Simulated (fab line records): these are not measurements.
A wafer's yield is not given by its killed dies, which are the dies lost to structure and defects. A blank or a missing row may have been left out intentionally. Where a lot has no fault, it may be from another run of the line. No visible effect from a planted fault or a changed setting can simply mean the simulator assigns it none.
fab line records	flow sky130
record lots=6	wafers=18	last_day=49
route steps=708 shown PWDE@52 NWELL@56 PAD_OPEN@708
lots that met no fault: from a run of the same line without faults
start_h: start of the lot's first displayed wafer, in hours after the record's first day	wait_h: hours since the lot's step before	" identical to the entry in the row above	L1.1+2: a single row standing in for several wafers	- no value present, or no start provided	* or withheld: withheld	< > ~ a bound
route shown NAME@n: NAME is a module with steps in the file, n the number in the route of the first one	usual: mean and standard deviation over wafers with no fault	same: alike in all rows	chamber/n: place in a boat	sites: readings site by site	_std_site: the values' standard deviation	_edge_site: inner sites' mean taken away from outer sites' mean	radius_mm: for every site, how far away it sits from the centre of the wafer	mask NAME#n: copy n	behind: the tool/chamber that last shaped the wafer	hold: why the lot was held/for how many hours/how that ended	device: whichever transistor did not switch (one of n, p or np)	end of line: tests run on the same wafers once the route is complete	where a step has no rows: the recipe by itself	killed: count of dies lost to structure and defects at first sort (not the wafer's yield)	map: per-die view of a wafer (x killed, . not killed, _ where there is no die)
set.NAME: the setting as run; set.NAME@STEP: as run at that earlier step	model.NAME: the simulator's own value behind a step, which no gauge read
lots at some steps of the route; a table a step, a row a wafer
services: when a tool's chamber went out of use (start_h, in hours from the record's first day, below 0 if earlier), for how many hours, and the reason
## steps
# step SKY_PWDE_OVL_MEAS_07
# usual PWDE_OVL=0.4/1.4
lot.wafer	tool	chamber	start_h	wait_h	PWDE_OVL[nm]
L147.1	overlay-01	-	107.52	-	0.5
L147.3	"	-	"	"	-0.3
L147.5	"	-	"	"	-0.2
L150.1	overlay-02	-	124.87	-	0.7
L150.3	"	-	"	"	0.2
L150.6	"	-	"	"	0.8
L154.2	overlay-02	-	145.29	-	-0.6
L154.3	"	-	"	"	0.4
L154.6	"	-	"	"	0.1
L156.4	overlay-01	-	156.84	-	-1.3
L156.5	"	-	"	"	0.2
L156.6	"	-	"	"	-1.8
L157.1	overlay-02	-	164.57	-	-2.5
L157.3	"	-	"	"	-2.8
L157.6	"	-	"	"	-1.4
L158.1	overlay-01	-	171.86	-	0.6
L158.2	"	-	"	"	-0.3
L158.6	"	-	"	"	0.5
# step SKY_PWDE_IMPLANT_08
# recipe species=B	energy_kev=150	dose_cm2=3.6e+12	tilt_deg=withheld
# step SKY_PWDE_STRIP_09
# recipe chemistry=O2/N2	power_w=1400	pressure_mtorr=1500	platen_temp_c=withheld	o2_flow_sccm=3000	n2_flow_sccm=300	overash_fraction=0.5
# usual drypump_motor_current_A=6.1/0.35	oes_product_au=0.722/0.0043	strip_time_to_endpoint_s=36.91/0.11
lot.wafer	tool	chamber	start_h	wait_h	drypump_motor_current_A	oes_product_au	rf_hours_counter_h	strip_time_to_endpoint_s
L147.1	plasma_asher-02	1	107.71	0.1	6.0	0.727	41	37.08
L147.3	"	0	"	"	5.6	0.732	-	37.15
L147.5	"	0	"	"	5.6	0.716	-	37.10
L150.1	plasma_asher-03	0	125.06	0.1	5.5	0.718	32	36.93
L150.3	"	1	"	"	5.9	0.729	-	36.86
L150.6	"	1	"	"	5.9	0.723	-	36.90
L154.2	plasma_asher-03	0	145.47	0.1	5.5	0.711	35	36.82
L154.3	"	1	"	"	5.9	0.720	-	36.87
L154.6	"	0	"	"	5.5	0.725	-	36.91
L156.4	plasma_asher-01	0	157.04	0.1	6.2	0.718	-	36.74
L156.5	"	0	"	"	6.2	0.721	-	36.94
L156.6	"	1	"	"	6.5	0.725	-	36.81
L157.1	plasma_asher-01	1	164.75	0.1	6.5	0.728	6	36.88
L157.3	"	1	"	"	6.5	0.728	-	36.80
L157.6	"	0	"	"	6.3	0.726	-	36.97
L158.1	plasma_asher-03	1	172.05	0.1	5.9	0.722	38	36.58
L158.2	"	0	"	"	5.5	0.725	38	36.67
L158.6	"	0	"	"	5.5	0.727	-	36.69
# step SKY_PWDE_TW_MEAS_10
# usual PWDE_TW=373.3/2.4
lot.wafer	tool	chamber	start_h	wait_h	PWDE_TW
L147.1	film_metro-03	-	107.81	0.1	372.3
L147.3	"	-	"	"	372.4
L147.5	"	-	"	"	372.2
L150.1	film_metro-04	-	125.16	0.1	374.1
L150.3	"	-	"	"	376.1
L150.6	"	-	"	"	375.1
L154.2	film_metro-03	-	145.58	0.1	375.2
L154.3	"	-	"	"	375.4
L154.6	"	-	"	"	373.2
L156.4	film_metro-04	-	157.14	0.1	375.2
L156.5	"	-	"	"	373.2
L156.6	"	-	"	"	372.0
L157.1	film_metro-04	-	164.85	0.1	370.0
L157.3	"	-	"	"	373.4
L157.6	"	-	"	"	376.4
L158.1	film_metro-02	-	172.15	0.1	370.4
L158.2	"	-	"	"	368.0
L158.6	"	-	"	"	369.2
# step SKY_NWELL_DEHYDRATE_03
# recipe temp_c=200	time_s=60
# step SKY_NWELL_HMDS_04
# recipe prime_time_s=60	prime_temp_c=120
# step SKY_NWELL_COAT_05
# recipe spin_rpm=2000	resist_thk_nm=3000
# step SKY_NWELL_SOFTBAKE_06
# recipe temp_c=110	time_s=withheld
# step SKY_NWELL_EXPOSE_07
# recipe mask_id=NWM	na=0.6	source_shape=conventional	sigma_outer=0.6	polarization=unpolarized	target_cd_nm=840	dose_mj=255
# step SKY_NWELL_PEB_08
# recipe temp_c=115	time_s=withheld
# step SKY_NWELL_DEVELOP_09
# recipe wall_angle_deg=90	developer=TMAH	develop_time_s=60	dev_temp_c=23
# step SKY_NWELL_OVL_MEAS_10
# usual NWELL_00_OVL=-0.2/1.5
lot.wafer	tool	chamber	start_h	wait_h	NWELL_00_OVL[nm]
L147.1	overlay-01	-	126.14	-	-2.7
L147.3	"	-	"	"	-2.0
L147.5	"	-	"	"	-1.7
L150.1	overlay-01	-	143.24	-	-1.2
L150.3	"	-	"	"	-3.2
L150.6	"	-	"	"	-1.3
L154.2	overlay-02	-	165.44	-	-1.7
L154.3	"	-	"	"	-2.3
L154.6	"	-	"	"	-1.8
L156.4	overlay-01	-	177.49	-	0.7
L156.5	"	-	"	"	1.4
L156.6	"	-	"	"	0.3
L157.1	overlay-02	-	185.12	-	1.5
L157.3	"	-	"	"	-1.4
L157.6	"	-	"	"	-0.4
L158.1	overlay-02	-	192.69	-	-0.3
L158.2	"	-	"	"	-0.7
L158.6	"	-	"	"	-2.0
# step SKY_NWELL_IMPLANT_11
# recipe species=P	energy_kev=400	dose_cm2=1.9e+13	tilt_deg=withheld
# usual beam_energy_keV=400.02/0.13
lot.wafer	tool	chamber	start_h	wait_h	beam_energy_keV	model.implant.rp_nm	model.implant.drp_nm
L147.1	implanter-04	0	126.17	0.0	399.73	495.2	116.9
L147.3	"	0	"	"	399.90	495.2	116.9
L147.5	"	0	"	"	399.82	495.2	116.9
L150.1	implanter-03	0	143.27	0.0	400.08	497.3	116.9
L150.3	"	0	"	"	400.04	497.3	116.9
L150.6	"	0	"	"	399.84	497.3	116.9
L154.2	implanter-04	0	165.50	0.0	400.13	502.4	116.9
L154.3	"	0	"	"	399.94	502.4	116.9
L154.6	"	0	"	"	400.08	502.4	116.9
L156.4	implanter-03	0	177.58	0.1	374.44	487.6	112.7
L156.5	"	0	"	"	374.42	487.6	112.7
L156.6	"	0	"	"	374.62	487.6	112.7
L157.1	implanter-04	0	185.15	0.0	400.07	511.9	116.9
L157.3	"	0	"	"	399.89	511.9	116.9
L157.6	"	0	"	"	400.00	511.9	116.9
L158.1	implanter-03	0	192.72	0.0	374.44	470.3	112.7
L158.2	"	0	"	"	374.49	470.3	112.7
L158.6	"	0	"	"	374.40	470.3	112.7
# step SKY_NWELL_IMPLANT_12
# recipe species=P	energy_kev=120	dose_cm2=1.3e+12	tilt_deg=withheld
# step SKY_NWELL_IMPLANT_13
# recipe species=P	energy_kev=50	dose_cm2=7e+11	tilt_deg=withheld
# step SKY_NWELL_STRIP_14
# recipe chemistry=O2/N2	power_w=1400	pressure_mtorr=1500	platen_temp_c=withheld	o2_flow_sccm=3000	n2_flow_sccm=300	overash_fraction=0.5
# usual drypump_motor_current_A=6.0/0.4	oes_product_au=0.722/0.0043	strip_time_to_endpoint_s=36.93/0.096
lot.wafer	tool	chamber	start_h	wait_h	drypump_motor_current_A	oes_product_au	rf_hours_counter_h	strip_time_to_endpoint_s
L147.1	plasma_asher-01	0	126.62	0.1	6.3	0.727	1	36.96
L147.3	"	0	"	"	6.2	0.732	-	36.87
L147.5	"	0	"	"	6.3	0.721	-	36.87
L150.1	plasma_asher-01	1	143.72	0.1	6.5	0.726	3	36.80
L150.3	"	0	"	"	6.2	0.720	-	36.87
L150.6	"	1	"	"	6.5	0.726	-	36.83
L154.2	plasma_asher-04	1	165.92	0.1	6.0	0.721	50	37.07
L154.3	"	1	"	"	6.0	0.720	-	36.99
L154.6	"	1	"	"	6.0	0.724	-	36.99
L156.4	plasma_asher-02	0	177.99	0.1	5.6	0.727	-	36.89
L156.5	"	0	"	"	5.6	0.719	-	36.96
L156.6	"	1	"	"	6.0	0.720	-	36.84
L157.1	plasma_asher-02	1	185.60	0.1	6.0	0.720	46	37.05
L157.3	"	0	"	"	5.6	0.727	-	37.24
L157.6	"	1	"	"	6.0	0.726	-	37.06
L158.1	plasma_asher-04	1	193.17	0.1	6.0	0.713	53	37.00
L158.2	"	0	"	"	5.2	0.721	53	36.97
L158.6	"	0	"	"	5.3	0.720	-	36.91
# step SKY_NWELL_TW_MEAS_15
# usual NWELL_TW=1820/9.2
lot.wafer	tool	chamber	start_h	wait_h	NWELL_TW
L147.1	film_metro-04	-	126.72	0.1	1825
L147.3	"	-	"	"	1816
L147.5	"	-	"	"	1826
L150.1	film_metro-03	-	143.82	0.1	1817
L150.3	"	-	"	"	1811
L150.6	"	-	"	"	1807
L154.2	film_metro-03	-	166.03	0.1	1816
L154.3	"	-	"	"	1821
L154.6	"	-	"	"	1828
L156.4	film_metro-04	-	178.08	0.1	1807
L156.5	"	-	"	"	1814
L156.6	"	-	"	"	1814
L157.1	film_metro-03	-	185.70	0.1	1804
L157.3	"	-	"	"	1815
L157.6	"	-	"	"	1807
L158.1	film_metro-02	-	193.27	0.1	1799
L158.2	"	-	"	"	1799
L158.6	"	-	"	"	1799
# step SKY_NWELL_DEHYDRATE_16
# recipe temp_c=200	time_s=60
# step SKY_NWELL_HMDS_17
# recipe prime_time_s=60	prime_temp_c=120
# step SKY_NWELL_COAT_18
# recipe spin_rpm=2000	resist_thk_nm=3000
# step SKY_NWELL_SOFTBAKE_19
# recipe temp_c=110	time_s=withheld
# step SKY_NWELL_EXPOSE_20
# recipe mask_id=NWM_COMPLEMENT	na=0.6	source_shape=conventional	sigma_outer=0.6	polarization=unpolarized	target_cd_nm=840	dose_mj=260
# step SKY_NWELL_PEB_21
# recipe temp_c=115	time_s=withheld
# step SKY_NWELL_DEVELOP_22
# recipe wall_angle_deg=90	developer=TMAH	develop_time_s=60	dev_temp_c=23
# step SKY_NWELL_OVL_MEAS_23
# usual NWELL_01_OVL=-0.1/1.2
lot.wafer	tool	chamber	start_h	wait_h	NWELL_01_OVL[nm]
L147.1	overlay-02	-	144.74	-	1.2
L147.3	"	-	"	"	0.9
L147.5	"	-	"	"	1.4
L150.1	overlay-02	-	163.57	-	0.0
L150.3	"	-	"	"	-0.9
L150.6	"	-	"	"	0.7
L154.2	overlay-01	-	186.07	-	0.4
L154.3	"	-	"	"	0.1
L154.6	"	-	"	"	0.0
L156.4	overlay-01	-	198.99	-	0.4
L156.5	"	-	"	"	1.6
L156.6	"	-	"	"	-1.0
L157.1	overlay-02	-	206.74	-	-3.2
L157.3	"	-	"	"	-1.4
L157.6	"	-	"	"	-2.0
L158.1	overlay-02	-	214.94	-	3.1
L158.2	"	-	"	"	2.0
L158.6	"	-	"	"	1.8
# step SKY_NWELL_IMPLANT_24
# recipe species=B	energy_kev=140	dose_cm2=9.2e+12	tilt_deg=withheld
# step SKY_NWELL_STRIP_25
# recipe chemistry=O2/N2	power_w=1400	pressure_mtorr=1500	platen_temp_c=withheld	o2_flow_sccm=3000	n2_flow_sccm=300	overash_fraction=0.5
# usual drypump_motor_current_A=5.8/0.39	oes_product_au=0.722/0.0053	strip_time_to_endpoint_s=36.97/0.096
lot.wafer	tool	chamber	start_h	wait_h	drypump_motor_current_A	oes_product_au	rf_hours_counter_h	strip_time_to_endpoint_s
L147.1	plasma_asher-04	0	144.92	0.1	5.2	0.728	48	36.90
L147.3	"	0	"	"	5.2	0.730	-	36.87
L147.5	"	0	"	"	5.2	0.728	-	36.86
L150.1	plasma_asher-02	1	163.75	0.1	6.0	0.716	44	37.01
L150.3	"	0	"	"	5.6	0.714	-	36.96
L150.6	"	1	"	"	6.0	0.715	-	36.90
L154.2	plasma_asher-04	0	186.25	0.1	5.3	0.725	52	36.96
L154.3	"	1	"	"	6.0	0.725	-	37.00
L154.6	"	1	"	"	6.0	0.718	-	36.97
L156.4	plasma_asher-02	0	199.19	0.1	5.6	0.722	-	36.88
L156.5	"	0	"	"	5.6	0.720	-	36.90
L156.6	"	1	"	"	6.0	0.728	-	36.91
L157.1	plasma_asher-04	1	206.92	0.1	6.0	0.721	54	36.96
L157.3	"	0	"	"	5.2	0.723	-	36.96
L157.6	"	0	"	"	5.2	0.723	-	36.95
L158.1	plasma_asher-04	1	215.12	0.1	6.0	0.716	55	37.04
L158.2	"	0	"	"	5.3	0.714	55	37.07
L158.6	"	0	"	"	5.3	0.723	-	37.09
# step SKY_NWELL_TW_MEAS_26
# usual NWELL_2_TW=495.7/3
lot.wafer	tool	chamber	start_h	wait_h	NWELL_2_TW
L147.1	film_metro-04	-	145.02	0.1	498.7
L147.3	"	-	"	"	498.2
L147.5	"	-	"	"	497.2
L150.1	film_metro-04	-	163.85	0.1	495.0
L150.3	"	-	"	"	497.2
L150.6	"	-	"	"	497.2
L154.2	film_metro-04	-	186.36	0.1	496.4
L154.3	"	-	"	"	498.6
L154.6	"	-	"	"	499.8
L156.4	film_metro-03	-	199.28	0.1	498.2
L156.5	"	-	"	"	497.5
L156.6	"	-	"	"	495.3
L157.1	film_metro-04	-	207.02	0.1	497.7
L157.3	"	-	"	"	498.8
L157.6	"	-	"	"	497.0
L158.1	film_metro-04	-	215.22	0.1	498.3
L158.2	"	-	"	"	499.7
L158.6	"	-	"	"	496.2
# step SKY_NWELL_CLEAN_27
# recipe chemistry=SC1/SC2	mix=1:4:20	temp_c=70	time_s=150	dry=n2_spin
# step SKY_NWELL_RTA_28
# recipe temp_c=1050	time_s=30	idle_temp_c=650	ramp_up_c_per_s=150	ramp_down_c_per_s=90	ambient=N2
# usual anneal_temp_c_max=1056.0/1.7	lamp_power_pct=25.30/0.054	wafer_temp_C_max=1054.8/0.9
lot.wafer	tool	chamber	start_h	wait_h	anneal_temp_c_max	lamp_power_pct	wafer_temp_C_max
L147.1	rtp_anneal-01	0	145.13	0.0	1054.8	25.33	1053.8
L147.3	"	0	"	"	1053.9	25.33	1054.8
L147.5	"	0	"	"	1053.6	25.32	1055.2
L150.1	rtp_anneal-02	0	163.96	0.0	1056.6	25.44	1056.4
L150.3	"	0	"	"	1056.8	25.29	1054.2
L150.6	"	0	"	"	1056.3	25.18	1056.3
L154.2	rtp_anneal-02	0	186.49	0.0	1058.3	25.41	1053.5
L154.3	"	0	"	"	1058.4	25.32	1054.6
L154.6	"	0	"	"	1057.6	25.43	1054.7
L156.4	rtp_anneal-02	0	199.41	0.1	1056.6	25.21	1054.8
L156.5	"	0	"	"	1057.6	25.31	1055.4
L156.6	"	0	"	"	1056.2	25.37	1054.8
L157.1	rtp_anneal-01	0	207.14	0.0	1053.9	25.19	1054.8
L157.3	"	0	"	"	1054.8	25.31	1054.1
L157.6	"	0	"	"	1053.6	25.24	1053.9
L158.1	rtp_anneal-02	0	215.34	0.0	1055.7	25.27	1056.7
L158.2	"	0	"	"	1057.1	25.33	1055.5
L158.6	"	0	"	"	1055.9	25.35	1053.5
# step SKY_NWELL_RS_MEAS_29
# recipe thk_meas_gauge=four-point-probe
# usual NWELL_RS=625.0/1.6
lot.wafer	tool	chamber	start_h	wait_h	NWELL_RS[ohm/sq]
L147.1	film_metro-02	-	145.23	0.1	625.5
L147.3	"	-	"	"	626.9
L147.5	"	-	"	"	626.3
L150.1	film_metro-03	-	164.06	0.1	626.6
L150.3	"	-	"	"	626.5
L150.6	"	-	"	"	628.2
L154.2	film_metro-03	-	186.59	0.1	620.7
L154.3	"	-	"	"	621.7
L154.6	"	-	"	"	621.8
L156.4	film_metro-04	-	199.52	0.1	633.1
L156.5	"	-	"	"	631.8
L156.6	"	-	"	"	632.8
L157.1	film_metro-04	-	207.24	0.1	624.7
L157.3	"	-	"	"	624.2
L157.6	"	-	"	"	626.6
L158.1	film_metro-02	-	215.44	0.1	636.0
L158.2	"	-	"	"	637.7
L158.6	"	-	"	"	634.0
# step SKY_PAD_OPEN_PROBE_99
# usual killed_at_M0_to_M3=42/6.6	killed_at_M4_up=3.1/1.9	killed_at_contacts=25/5.7	killed_at_front_end=16/5	killed_at_other=0.2/0.38	killed_dies=86/9.6	killed_open=47/7.2	killed_short=39/6.2
# same gross_dies=492	killed_at_back_side=0
lot.wafer	tool	chamber	start_h	wait_h	killed_at_M0_to_M3	killed_at_M4_up	killed_at_contacts	killed_at_front_end	killed_at_other	killed_dies	killed_open	killed_short	model.etest.nfet_16v.r_on_ohm_um	model.etest.res_nwell.line_ohm_um	model.etest.res_nwell.rs_ohm_sq	model.etest.tip_p_5v.rs_ohm_sq	model.etest.pfet_16v.drive_ua_um	model.etest.pfet_01v8_lvt.drive_ua_um	model.etest.field_p.vt_v	model.etest.pfet_g5v0d10v5.off_log10_a_um
L147.1	prober-02	-	1118.86	0.1	49	5	29	15	0	98	54	44	1.39e+04	1144	970.9	2890	242.2	173.1	-42.84	-12.69
L147.3	prober-02	-	1118.96	0.2	42	2	26	14	0	84	42	42	1.382e+04	1140	956.9	2896	243.7	173	-41.55	-12.78
L147.5	prober-02	-	1119.06	0.2	38	1	24	21	0	84	54	30	1.4e+04	1154	956.5	2903	242	170.5	-42.22	-12.71
L150.1	prober-01	-	1136.79	0.1	42	4	28	25	0	99	62	37	1.418e+04	1141	949.8	2889	246.8	172.3	-40.96	-12.73
L150.3	prober-01	-	1136.89	0.2	42	0	26	15	0	83	45	38	1.419e+04	1135	947.5	2874	248.6	171.6	-40.22	-12.48
L150.6	prober-01	-	1137.04	0.2	47	1	27	12	0	87	49	38	1.419e+04	1171	970.4	2869	247.6	174.6	-41.71	-12.36
L154.2	prober-01	-	1154.24	0.1	46	0	23	16	0	85	47	38	1.42e+04	1102	916.5	2877	248.6	177.2	-40.6	-12.36
L154.3	prober-01	-	1154.29	0.2	32	1	27	18	0	78	38	40	1.413e+04	1114	909.6	2860	250.8	176.7	-39.69	-12.46
L154.6	prober-01	-	1154.44	0.2	32	3	24	21	0	80	42	38	1.405e+04	1125	949.8	2866	244.7	179.2	-42.52	-12.52
L156.4	prober-01	-	1167.89	0.2	45	0	19	14	0	78	40	38	1.39e+04	1158	955.1	2886	242.5	173.2	-40.74	-12.71
L156.5	prober-01	-	1167.94	0.2	39	4	20	21	0	84	35	49	1.39e+04	1173	982.7	2888	240.6	172.2	-42.95	-12.83
L156.6	prober-01	-	1167.99	0.2	46	2	28	16	0	92	54	38	1.384e+04	1138	952.2	2928	240	169	-41.01	-13.1
L157.1	prober-02	-	1177.05	0.1	32	1	21	21	0	75	41	34	1.462e+04	1075	907.6	2851	244.1	171.5	-39.99	-12.08
L157.3	prober-02	-	1177.15	0.2	35	4	36	17	0	92	61	31	1.444e+04	1085	916.4	2862	247.9	176.1	-40.26	-12.24
L157.6	prober-02	-	1177.30	0.2	48	6	27	18	0	99	60	39	1.456e+04	1066	890.8	2821	248.4	175.5	-38.58	-12.4
L158.1	prober-01	-	1178.66	0.1	38	5	20	14	0	77	47	30	1.387e+04	1328	1112	2936	233.2	171.8	-45.87	-13.05
L158.2	prober-01	-	1178.71	0.1	38	1	28	15	0	82	44	38	1.39e+04	1293	1066	2938	233.8	168.3	-44.78	-13.29
L158.6	prober-01	-	1178.91	0.2	42	3	19	20	1	85	46	39	1.385e+04	1321	1089	2929	231.7	169.7	-45.37	-13.33
# killed by level:class
L147.1 CONTACT:geometric_particle:open=12 VIA1:geometric_particle:open=12 VIA2:geometric_particle:open=9 LI_CONTACT:geometric_particle:open=7 CONTACT:geometric_particle:short=7 METAL2:geometric_particle:short=7 VIA1:geometric_particle:short=5 VIA3:geometric_particle:short=5
L147.3 VIA1:geometric_particle:open=9 LI_CONTACT:geometric_particle:open=7 VIA2:geometric_particle:open=7 FIELD_ISO:geometric_particle:short=6 CONTACT:geometric_particle:open=6 METAL1:geometric_particle:short=6 VIA1:geometric_particle:short=6 LOCAL_INTERCONNECT:geometric_particle:short=4
L147.5 CONTACT:geometric_particle:open=15 VIA1:geometric_particle:open=10 VIA3:geometric_particle:open=9 FIELD_ISO:geometric_particle:short=6 METAL2:geometric_particle:short=5 VIA2:geometric_particle:open=5 FIELD_ISO:geometric_particle:open=4 CONTACT:geometric_particle:short=4
L150.1 VIA1:geometric_particle:open=12 LI_CONTACT:geometric_particle:open=11 CONTACT:geometric_particle:open=8 FIELD_ISO:geometric_particle:open=7 VIA2:geometric_particle:open=7 METAL2:geometric_particle:short=5 VIA3:geometric_particle:open=5 POLY_GATE:geometric_particle:open=4
L150.3 VIA1:geometric_particle:open=12 CONTACT:geometric_particle:open=10 METAL1:geometric_particle:short=8 LI_CONTACT:geometric_particle:open=7 FIELD_ISO:geometric_particle:short=6 CONTACT:geometric_particle:short=6 VIA2:geometric_particle:open=6 METAL2:geometric_particle:short=6
L150.6 VIA1:geometric_particle:open=17 CONTACT:geometric_particle:short=7 LI_CONTACT:geometric_particle:open=7 VIA3:geometric_particle:open=7 FIELD_ISO:geometric_particle:open=5 METAL2:geometric_particle:short=5 LI_CONTACT:geometric_particle:short=5 VIA1:geometric_particle:short=5
L154.2 CONTACT:geometric_particle:open=10 VIA1:geometric_particle:open=10 VIA2:geometric_particle:open=7 VIA3:geometric_particle:open=7 METAL1:geometric_particle:short=6 LI_CONTACT:geometric_particle:open=6 VIA1:geometric_particle:short=6 POLY_GATE:geometric_particle:short=5
L154.3 CONTACT:geometric_particle:open=8 LI_CONTACT:geometric_particle:open=7 VIA1:geometric_particle:short=6 CONTACT:geometric_particle:short=5 VIA1:geometric_particle:open=5 VIA3:geometric_particle:open=4 FIELD_ISO:geometric_particle:open=3 FIELD_ISO:geometric_particle:short=3
L154.6 LI_CONTACT:geometric_particle:open=9 VIA1:geometric_particle:open=9 CONTACT:geometric_particle:open=8 FIELD_ISO:geometric_particle:short=6 VIA1:geometric_particle:short=5 FIELD_ISO:geometric_particle:open=4 POLY_GATE:geometric_particle:short=4 VIA2:geometric_particle:short=4
L156.4 VIA1:geometric_particle:open=10 METAL2:geometric_particle:short=7 VIA1:geometric_particle:short=6 LI_CONTACT:geometric_particle:open=5 CONTACT:geometric_particle:open=5 CONTACT:geometric_particle:short=4 METAL1:geometric_particle:short=4 VIA2:geometric_particle:open=4
L156.5 POLY_GATE:geometric_particle:short=9 METAL2:geometric_particle:short=7 CONTACT:geometric_particle:short=7 VIA1:geometric_particle:open=7 VIA1:geometric_particle:short=7 CONTACT:geometric_particle:open=5 VIA2:geometric_particle:open=5 LOCAL_INTERCONNECT:geometric_particle:short=4
L156.6 CONTACT:geometric_particle:open=16 VIA1:geometric_particle:open=13 LI_CONTACT:geometric_particle:open=6 VIA2:geometric_particle:short=6 POLY_GATE:geometric_particle:short=5 VIA1:geometric_particle:short=5 METAL2:geometric_particle:short=5 VIA3:geometric_particle:open=5
L157.1 VIA1:geometric_particle:open=8 VIA3:geometric_particle:open=8 FIELD_ISO:geometric_particle:short=7 LI_CONTACT:geometric_particle:open=7 LOCAL_INTERCONNECT:geometric_particle:short=6 POLY_GATE:geometric_particle:short=5 FIELD_ISO:geometric_particle:open=4 SPACER:geometric_particle:open=4
L157.3 CONTACT:geometric_particle:open=16 LI_CONTACT:geometric_particle:open=12 METAL1:geometric_particle:short=10 VIA1:geometric_particle:open=9 LOCAL_INTERCONNECT:geometric_particle:short=6 VIA2:geometric_particle:open=5 FIELD_ISO:geometric_particle:open=4 VIA3:geometric_particle:open=4
L157.6 VIA1:geometric_particle:open=11 CONTACT:geometric_particle:open=9 VIA3:geometric_particle:open=8 LI_CONTACT:geometric_particle:open=7 CONTACT:geometric_particle:short=7 FIELD_ISO:geometric_particle:open=6 METAL1:geometric_particle:short=6 METAL1:geometric_particle:open=5
L158.1 CONTACT:geometric_particle:open=14 VIA1:geometric_particle:open=10 VIA2:geometric_particle:open=6 VIA1:geometric_particle:short=5 VIA3:geometric_particle:open=4 FIELD_ISO:geometric_particle:open=3 FIELD_ISO:geometric_particle:short=3 METAL4:geometric_particle:short=3
L158.2 VIA1:geometric_particle:open=10 CONTACT:geometric_particle:short=8 VIA3:geometric_particle:open=8 CONTACT:geometric_particle:open=7 LI_CONTACT:geometric_particle:open=6 LOCAL_INTERCONNECT:geometric_particle:short=6 FIELD_ISO:geometric_particle:short=5 METAL1:geometric_particle:short=5
L158.6 VIA1:geometric_particle:open=9 METAL2:geometric_particle:short=7 LI_CONTACT:geometric_particle:open=6 CONTACT:geometric_particle:open=6 POLY_GATE:geometric_particle:open=5 METAL1:geometric_particle:open=5 FIELD_ISO:geometric_particle:open=4 POLY_GATE:geometric_particle:short=4
## services
tool	chamber	start_h	hours	kind
plasma_asher-04	-	93.76	3.0	repair
implanter-04	-	94.99	2.5	repair
rtp_anneal-01	-	106.91	6.2	pm
plasma_asher-01	-	108.75	9.0	pm
plasma_asher-01	0	108.75	9.0	vent_cycle
plasma_asher-01	1	108.75	9.0	vent_cycle
implanter-04	-	112.71	2.5	pm
plasma_asher-01	0	117.75	-	clean
plasma_asher-01	1	117.75	-	clean
plasma_asher-02	-	118.22	33.8	repair
plasma_asher-04	-	145.26	1.1	repair
plasma_asher-01	-	175.24	3.8	repair
plasma_asher-03	-	194.18	3.4	repair
## key
first_sign step=SKY_NWELL_IMPLANT_11	reading=beam_energy_keV	direction=down	sigmas=99+	usual=*	struck=*
effect step=SKY_NWELL_TW_MEAS_15	reading=NWELL_TW	direction=down	sigmas=1.7	usual=1820	struck=1805
effect step=SKY_NWELL_RS_MEAS_29	reading=NWELL_RS	direction=up	sigmas=5.6	usual=625.0	struck=634.2
model_effect step=SKY_NWELL_IMPLANT_11	value=implant.rp_nm	without=508.3	struck=478.9
model_effect step=SKY_PAD_OPEN_PROBE_99	value=etest.nfet_16v.r_on_ohm_um	without=1.425e+04	struck=1.387e+04
met_at SKY_NWELL_IMPLANT_11
struck_wafers L156.4,L156.5,L156.6,L158.1,L158.2,L158.6
tester_left_out L156,L158
onset_between 143.27 177.58
fault kind=process_parameter_drift	tool=implanter-03	chamber=-	onset_h=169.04	steps=SKY_NWELL_IMPLANT_11	channel=energy_kev	offset=*	shape=step	end_h=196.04	acts_in=*	stated=*
# tester_left_out: of these lots the tester's yield and bins aren't shown, on N5 and GAA mostly nor the transistor test; their killed dies are dies lost to structure and defects alone, not to doping, threshold or leakage, so they don't give the yield
